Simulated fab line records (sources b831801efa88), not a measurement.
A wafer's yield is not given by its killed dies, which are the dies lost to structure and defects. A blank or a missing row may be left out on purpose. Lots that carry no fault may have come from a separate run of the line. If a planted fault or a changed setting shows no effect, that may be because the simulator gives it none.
Which tool was responsible? | flow sky130 | 39 wafers from 13 lots sampled at 5 of the route's 708 steps

## WHAT THE GAUGES READ, wafer by wafer
SKY_FIELD_ISO_CD_MEAS_13: the cd target is 150 nm.
lot  | measured    | on        | cd_nm (nm)
L494 | day 2 15:21 | cd_sem-02 | 149.2 148.3 147.1
L495 | day 2 19:48 | cd_sem-01 | 150.9 151.4 150.8
L496 | day 3 02:47 | cd_sem-02 | 148.1 148.2 147.7
L497 | day 3 08:53 | cd_sem-01 | 151.5 150.6 150.5
L498 | day 3 13:08 | cd_sem-02 | 148.8 148.6 149.5
L499 | day 3 20:07 | cd_sem-01 | 147.2 146.1 147.1
L500 | day 3 23:29 | cd_sem-02 | 149.6 149.0 148.9
L501 | day 4 02:03 | cd_sem-02 | 149.0 148.6 147.4
L502 | day 4 08:19 | cd_sem-01 | 150.4 150.1 150.1
L512 | day 6 13:42 | cd_sem-02 | 149.6 149.4 149.9
L513 | day 6 18:54 | cd_sem-01 | 151.2 152.4 151.4
L514 | day 6 22:47 | cd_sem-02 | 148.7 148.0 149.0
L515 | day 7 06:09 | cd_sem-02 | 151.5 152.0 150.8

SKY_PWDE_OVL_MEAS_07.
lot  | measured    | on         | PWDE_OVL (nm)
L494 | day 4 07:45 | overlay-02 | 0.4 -0.6 -1.4
L495 | day 4 13:51 | overlay-02 | 0.6 0.7 1.5
L496 | day 4 19:09 | overlay-02 | 2.2 3.0 1.3
L497 | day 5 01:49 | overlay-01 | 1.6 -1.8 0.1
L498 | day 5 08:00 | overlay-01 | 0.6 0.0 -1.4
L499 | day 5 14:33 | overlay-01 | -1.8 -1.2 0.6
L500 | day 5 18:39 | overlay-02 | 0.0 0.1 1.5
L501 | day 5 21:12 | overlay-02 | 1.1 0.3 1.3
L502 | day 6 04:13 | overlay-01 | -1.2 -1.7 0.3
L512 | day 8 11:51 | overlay-02 | 3.6 1.8 1.8
L513 | day 8 19:33 | overlay-02 | 3.3 0.9 1.8
L514 | day 9 00:04 | overlay-01 | 1.0 0.2 0.8
L515 | day 9 07:24 | overlay-01 | 0.5 -0.4 0.0

SKY_NWELL_TW_MEAS_15.
lot  | measured     | on            | NWELL_TW
L494 | day 5 02:26  | film_metro-01 | 1832 1846 1838
L495 | day 5 08:47  | film_metro-01 | 1844 1839 1842
L496 | day 5 14:32  | film_metro-03 | 1784 1794 1783
L497 | day 5 19:05  | film_metro-04 | 1793 1807 1796
L498 | day 6 02:49  | film_metro-01 | 1830 1828 1833
L499 | day 6 10:35  | film_metro-03 | 1783 1796 1784
L500 | day 6 14:37  | film_metro-01 | 1837 1839 1833
L501 | day 6 16:55  | film_metro-04 | 1792 1783 1786
L502 | day 6 23:46  | film_metro-04 | 1281 1271 1276
L512 | day 9 10:35  | film_metro-04 | 1790 1794 1793
L513 | day 9 17:38  | film_metro-01 | 1838 1842 1841
L514 | day 9 23:00  | film_metro-03 | 1774 1786 1796
L515 | day 10 06:41 | film_metro-04 | 1790 1792 1791

## WHICH TOOL RAN EACH LOT (tool, then ch and the chambers of the sampled wafers, then the start)
lot  | SKY_PWDE_STRIP_09                   | SKY_NWELL_STRIP_14
L494 | plasma_asher-04 ch 0,1, day 4 07:56 | plasma_asher-01 ch 0,1, day 5 02:20
L495 | plasma_asher-01 ch 0,1, day 4 14:02 | plasma_asher-02 ch 0,1, day 5 08:41
L496 | plasma_asher-03 ch 0,1, day 4 19:20 | plasma_asher-04 ch 0,1, day 5 14:26
L497 | plasma_asher-04 ch 0,1, day 5 02:01 | plasma_asher-02 ch 0,1, day 5 19:00
L498 | plasma_asher-03 ch 0,1, day 5 08:11 | plasma_asher-01 ch 0,1, day 6 02:43
L499 | plasma_asher-03 ch 0,1, day 5 14:44 | plasma_asher-02 ch 0,1, day 6 10:29
L500 | plasma_asher-04 ch 0,1, day 5 18:50 | plasma_asher-04 ch 0,1, day 6 14:31
L501 | plasma_asher-04 ch 0,1, day 5 21:23 | plasma_asher-04 ch 0,1, day 6 16:49
L502 | plasma_asher-04 ch 0,1, day 6 04:25 | plasma_asher-04 ch 0,1, day 6 23:40
L512 | plasma_asher-04 ch 0,1, day 8 12:02 | plasma_asher-04 ch 0,1, day 9 10:28
L513 | plasma_asher-03 ch 1, day 8 19:44   | plasma_asher-01 ch 0, day 9 17:32
L514 | plasma_asher-01 ch 0,1, day 9 00:16 | plasma_asher-01 ch 0,1, day 9 22:55
L515 | plasma_asher-03 ch 0,1, day 9 07:35 | plasma_asher-02 ch 0,1, day 10 06:35
- SKY_PWDE_STRIP_09: strips in O2/N2.
- SKY_NWELL_STRIP_14: strips in O2/N2.

## WHAT THE TOOLS THEMSELVES READ (means of the sampled wafers that have a number; where no wafer has one, the mark that the record gives instead)
SKY_PWDE_STRIP_09.
lot  | tool            | drypump_motor_current_A (A) | n2_flow_sccm (sccm) | oes_product_au (a.u.) | strip_time_to_endpoint_s (s)
L494 | plasma_asher-04 | 5.2                         | 300.8               | 0.725                 | 36.91
L495 | plasma_asher-01 | 5.6                         | 299.5               | 0.721                 | 37.00
L496 | plasma_asher-03 | 6.0                         | 299.9               | 0.719                 | 36.84
L497 | plasma_asher-04 | 5.2                         | 299.7               | 0.726                 | 37.03
L498 | plasma_asher-03 | 6.1                         | 300.6               | 0.723                 | 36.86
L499 | plasma_asher-03 | 6.0                         | 300.1               | 0.720                 | 36.72
L500 | plasma_asher-04 | 5.7                         | 299.4               | 0.722                 | 36.88
L501 | plasma_asher-04 | 5.2                         | 299.9               | 0.719                 | 36.84
L502 | plasma_asher-04 | 5.7                         | 299.4               | 0.955                 | -
L512 | plasma_asher-04 | 5.2                         | 300.7               | 0.720                 | 36.97
L513 | plasma_asher-03 | 5.9                         | 299.8               | 0.721                 | 37.13
L514 | plasma_asher-01 | 5.7                         | 301.1               | 0.726                 | 36.89
L515 | plasma_asher-03 | 6.1                         | 299.9               | 0.718                 | 36.83

SKY_NWELL_STRIP_14.
lot  | tool            | drypump_motor_current_A (A) | n2_flow_sccm (sccm) | oes_product_au (a.u.) | strip_time_to_endpoint_s (s)
L494 | plasma_asher-01 | 5.7                         | 298.3               | 0.725                 | 37.04
L495 | plasma_asher-02 | 5.1                         | 299.6               | 0.721                 | 36.98
L496 | plasma_asher-04 | 5.7                         | 299.6               | 0.722                 | 36.94
L497 | plasma_asher-02 | 5.1                         | 299.1               | 0.723                 | 36.94
L498 | plasma_asher-01 | 5.6                         | 300.8               | 0.722                 | 36.96
L499 | plasma_asher-02 | 5.2                         | 299.4               | 0.719                 | 36.88
L500 | plasma_asher-04 | 5.2                         | 299.7               | 0.721                 | 36.81
L501 | plasma_asher-04 | 5.2                         | 299.3               | 0.724                 | 36.90
L502 | plasma_asher-04 | 5.2                         | 300.4               | 0.728                 | 48.75
L512 | plasma_asher-04 | 5.7                         | 299.9               | 0.720                 | 36.87
L513 | plasma_asher-01 | 5.9                         | 299.9               | 0.720                 | 36.88
L514 | plasma_asher-01 | 5.7                         | 300.1               | 0.721                 | 37.06
L515 | plasma_asher-02 | 5.2                         | 300.5               | 0.721                 | 36.83

## THE ANSWER, worked out from the rows above alone
Rule: the lots themselves supply what counts as usual. The widest of any qualifying gaps counts: lots, ordered by their means at a reading, are off when they make up no more than a third of the lots, leave a main group of 4 or more, and stand apart from it by 3 or more times the standard deviation of that group's means. A main group whose means are all the same, to the digits that the tables above print for the reading, isn't used. A lot without any number at a reading at which 4 lots or more have one is off too. Any other lot the step has rows for is counted as sound. The gauges are gone through in route order, then the tools' own readings, and for those a lot's mean is taken as printed above. The first step at which some lot is off is used, and at that step the reading that is off furthest; a lot without a number counts as furthest.
Off: at SKY_NWELL_TW_MEAS_15 (NWELL_TW), L502. Main group: mean 1810, sd 24.
If a tool, at a process step before that reading, ran all the lots that are off and no sound lot after the first of them, it fits. Not tried: the gauges at SKY_NWELL_TW_MEAS_15; whatever is off there is also off at SKY_PWDE_STRIP_09, on other tools, and gauge error can't account for it. No candidate that was tried fits.

## WHAT HAD BEEN PUT IN BY THE SIMULATOR
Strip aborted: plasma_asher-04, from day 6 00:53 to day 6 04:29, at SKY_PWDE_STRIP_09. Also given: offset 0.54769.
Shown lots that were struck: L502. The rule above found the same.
